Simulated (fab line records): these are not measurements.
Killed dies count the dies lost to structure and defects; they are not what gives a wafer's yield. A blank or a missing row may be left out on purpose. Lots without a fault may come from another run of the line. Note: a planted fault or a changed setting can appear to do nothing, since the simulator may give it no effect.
One fault seen from 2 desks | flow sky130 | every desk sees just its own numbers, and what lay behind them comes last

THE METROLOGY DESK
Means of the sampled wafers that have a number, per lot and without regard to the tool the lot ran on: this is what the gauges read. If a lot's mean is further than 4 standard deviations from the usual mean, the lot is out of limits and carries the mark OUT (the distance appears in the brackets).
Columns: A = LDD_HVN_OVL at SKY_LDD_HVN_OVL_MEAS_07, usual -0.1 nm; B = LDD_HVN_TW at SKY_LDD_HVN_TW_MEAS_10, usual 1428; C = LDD_HVP_OVL at SKY_LDD_HVP_OVL_MEAS_07, usual -0.6 nm
lot  | first seen here | A    | B    | C
L546 | day 21 16:11    | -2.2 | 1456 | 0.9
L548 | day 22 01:29    | 1.7  | 1405 | -1.7
L556 | day 24 22:55    | 1.1  | 1416 | 1.2
L559 | day 25 22:55    | -1.5 | 1400 | -1.4
L560 | day 26 09:44    | 0.1  | 1407 | -1.7
L564 | day 27 13:29    | -0.8 | 1444 | -2.3
This desk found nothing out of limits on any of the 6 lots.

FOR THE TOOL OWNER'S DESK: implanter-02
The tool's own readings at SKY_LDD_HVP_IMPLANT_08: means of the sampled wafers that have a number, for each lot that ran on this tool. If a lot's mean is further than 4 standard deviations from the usual mean, the lot is out of limits and carries the mark OUT (the distance appears in the brackets).
Columns: A = beam_energy_keV at SKY_LDD_HVP_IMPLANT_08, usual 20.000; B = beam_on_s at SKY_LDD_HVP_IMPLANT_08, usual 9.99 s; C = end_station_pressure_torr at SKY_LDD_HVP_IMPLANT_08, usual 5.08e-06 Torr
lot  | first seen here | A                | B     | C
L546 | day 22 23:34    | 20.002           | 10.05 | 5.12e-06
L556 | day 26 05:19    | 20.502 (+82) OUT | 9.95  | 4.84e-06
L559 | day 27 04:36    | 20.514 (+84) OUT | 9.97  | 5.03e-06
This desk's finding: out of limits on L556, L559; first on L556, day 26 05:19 (beam_energy_keV at SKY_LDD_HVP_IMPLANT_08). In limits: L546.

PUT TOGETHER
The tool owner's desk could have raised an alarm at day 26 05:19, on L556, L559.
At the metrology desk, nothing out of limits was observed.
The metrology desk has L556, L559 on record, within its limits.
Every lot named ran SKY_LDD_HVP_IMPLANT_08 on implanter-02.

WHAT WAS PUT IN BY THE SIMULATOR
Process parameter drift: implanter-02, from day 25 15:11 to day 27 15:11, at SKY_LDD_HVP_IMPLANT_08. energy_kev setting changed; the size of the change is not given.
Lots struck among those shown: L556, L559.
Delay in hours, fault start to first out-of-limits reading, by desk: the tool owner's desk at 14.
